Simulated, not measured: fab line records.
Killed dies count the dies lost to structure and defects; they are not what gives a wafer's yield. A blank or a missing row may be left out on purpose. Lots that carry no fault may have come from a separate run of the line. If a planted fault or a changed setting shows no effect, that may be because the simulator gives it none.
Which tool is to blame? -- flow sky130 -- 12 lots with 36 wafers sampled at 5 steps, on a route of 708 steps

== WHAT THE GAUGES READ, wafer by wafer ==
SKY_METAL1_CD_MEAS_15 targets a cd of 140 nm. Usual: cd-nm reads 139.9 nm (standard deviation 1.6).
lot,measured,on,cd-nm (nm),flag
L136,day 33 05:08,cd-sem-01,141.2 141.2 141.2,
L137,day 33 15:52,cd-sem-02,138.1 138.6 137.8,
L139,day 34 04:29,cd-sem-02,140.1 140.5 140.3,
L140,day 34 13:23,cd-sem-01,142.8 142.9 141.7,
L142,day 35 16:47,cd-sem-02,139.5 139.0 139.3,
L144,day 36 03:34,cd-sem-02,138.3 137.8 138.6,
L145,day 36 13:52,cd-sem-01,136.4 138.6 137.2,
L146,day 36 18:04,cd-sem-02,143.0 141.2 142.5,
L147,day 37 04:25,cd-sem-01,139.8 138.7 140.2,
L149,day 37 17:35,cd-sem-02,140.3 138.5 139.5,
L154,day 39 07:29,cd-sem-01,139.9 138.9 141.5,
L158,day 40 16:38,cd-sem-02,139.7 140.0 139.0,

SKY_VIA2_THK_MEAS_01. Usual: for VIA2_HDPCVD_THK the level is 1180 nm and the standard deviation is 12.
lot,measured,on,VIA2_HDPCVD_THK (nm),flag
L136,day 35 15:14,film-metro-02,1179 1164 1183,
L137,day 36 01:53,film-metro-02,1160 1151 1167,
L139,day 36 14:38,film-metro-01,1188 1173 1174,
L140,day 36 22:17,film-metro-01,1171 1179 1189,
L142,day 38 03:05,film-metro-01,1180 1189 1168,
L144,day 38 13:13,film-metro-04,1197 1186 1174,
L145,day 39 00:15,film-metro-02,1190 1196 1192,
L146,day 39 02:47,film-metro-02,1181 1173 1166,
L147,day 39 12:56,film-metro-02,1197 1180 1184,
L149,day 40 00:14,film-metro-04,1168 1186 1184,
L154,day 41 13:36,film-metro-01,1180 1172 1164,
L158,day 42 21:12,film-metro-01,1565 1581 1189,OFF

SKY_CAPM_THK_MEAS_01. Usual: for CAPM_CVD_00_THK the level is 15.59 nm and the standard deviation is 0.24.
lot,measured,on,CAPM_CVD_00_THK (nm),flag
L136,day 36 20:08,film-metro-03,15.16 15.31 15.31,
L137,day 37 07:04,film-metro-03,15.41 15.22 15.77,
L139,day 37 19:58,film-metro-01,15.78 16.14 15.90,
L140,day 38 02:49,film-metro-04,15.42 15.78 15.74,
L142,day 39 07:18,film-metro-03,15.66 15.90 15.70,
L144,day 39 17:25,film-metro-03,15.54 15.56 15.84,
L145,day 40 03:37,film-metro-01,15.29 15.57 15.42,
L146,day 40 06:02,film-metro-01,15.68 15.87 15.73,
L147,day 40 16:08,film-metro-01,15.74 15.83 15.75,
L149,day 41 03:28,film-metro-04,15.44 15.26 15.62,
L154,day 42 16:03,film-metro-04,15.61 15.78 15.58,
L158,day 43 21:39,film-metro-01,15.93 15.91 15.73,

== WHAT TOOL EACH LOT RAN ON (gives the tool, then ch and the chambers of the sampled wafers, and finally the start) ==
lot,SKY_VIA2_HDPCVD_00,SKY_METAL3_SPUTTER_02
L136,"hdpcvd-01 ch 0,2, day 35 15:06","pvd-sputter-04, day 36 20:00"
L137,"hdpcvd-01 ch 0,1,2, day 36 01:45","pvd-sputter-04, day 37 06:56"
L139,"hdpcvd-02 ch 0,1,2, day 36 14:30","pvd-sputter-01, day 37 19:50"
L140,"hdpcvd-02 ch 0,1, day 36 22:08","pvd-sputter-01, day 38 02:41"
L142,"hdpcvd-02 ch 0,1,2, day 38 02:59","pvd-sputter-03, day 39 07:08"
L144,"hdpcvd-01 ch 0,1, day 38 13:05","pvd-sputter-01, day 39 17:17"
L145,"hdpcvd-02 ch 0,2, day 39 00:08","pvd-sputter-01, day 40 03:29"
L146,"hdpcvd-02 ch 0,1, day 39 02:39","pvd-sputter-04, day 40 05:53"
L147,"hdpcvd-01 ch 0,1,2, day 39 12:48","pvd-sputter-04, day 40 16:00"
L149,"hdpcvd-01 ch 0,1,2, day 40 00:06","pvd-sputter-01, day 41 03:19"
L154,"hdpcvd-01 ch 1,2, day 41 13:24","pvd-sputter-03, day 42 15:54"
L158,"hdpcvd-01 ch 0,1,2, day 42 21:07","pvd-sputter-04, day 43 21:29"
- SKY_VIA2_HDPCVD_00: deposits SiO2, target thk 1180 nm, time 196.7 s.
- SKY_METAL3_SPUTTER_02: material AlCu, target thk 735 nm, time 39.1 s.

== WHAT THE TOOLS THEMSELVES READ (means of the sampled wafers that have a number; where no wafer has one, the mark that the record gives instead) ==
SKY_VIA2_HDPCVD_00. Usual: sih4-flow-sccm reads 60.02 sccm (standard deviation 0.19).
lot,tool,sih4-flow-sccm (sccm),flag
L136,hdpcvd-01,60.07,
L137,hdpcvd-01,59.80,
L139,hdpcvd-02,59.93,
L140,hdpcvd-02,59.96,
L142,hdpcvd-02,60.18,
L144,hdpcvd-01,60.06,
L145,hdpcvd-02,59.86,
L146,hdpcvd-02,60.16,
L147,hdpcvd-01,59.99,
L149,hdpcvd-01,60.13,
L154,hdpcvd-01,60.05,
L158,hdpcvd-01,60.03,

SKY_METAL3_SPUTTER_02. Usual: throttle-valve-pct reads 30.0 % (standard deviation 0.65).
lot,tool,throttle-valve-pct (%),flag
L136,pvd-sputter-04,29.3,
L137,pvd-sputter-04,29.5,
L139,pvd-sputter-01,29.7,
L140,pvd-sputter-01,30.5,
L142,pvd-sputter-03,30.1,
L144,pvd-sputter-01,30.0,
L145,pvd-sputter-01,30.5,
L146,pvd-sputter-04,29.9,
L147,pvd-sputter-04,29.1,
L149,pvd-sputter-01,30.1,
L154,pvd-sputter-03,30.3,
L158,pvd-sputter-04,29.8,

== THE ANSWER, worked out from the rows above alone ==
Rule: take the mean of a lot's wafers that have a number; if it is more than 3 standard deviations from the usual mean, the lot is off. Also off: a lot with no number at a reading for which 4 or more lots have one. Any other lot the step has rows for is counted as sound. After the gauges, taken in route order, come the tools' own readings; for these a lot's mean is taken, as printed above. At the first step where some lot is off, the reading lying furthest off is the one used; lots without a number count as furthest.
Off: at SKY_VIA2_THK_MEAS_01 (VIA2_HDPCVD_THK), L158.
A tool fits if, at a process step before that reading, it ran every lot that is off, and no sound lot after the first of them. Gauges at SKY_VIA2_THK_MEAS_01: tried the same way as those tools. Can't be told from this: 2 tools fit, hdpcvd-01 at SKY_VIA2_HDPCVD_00, film-metro-01 at SKY_VIA2_THK_MEAS_01.

== WHAT THE SIMULATOR HAD PUT IN ==
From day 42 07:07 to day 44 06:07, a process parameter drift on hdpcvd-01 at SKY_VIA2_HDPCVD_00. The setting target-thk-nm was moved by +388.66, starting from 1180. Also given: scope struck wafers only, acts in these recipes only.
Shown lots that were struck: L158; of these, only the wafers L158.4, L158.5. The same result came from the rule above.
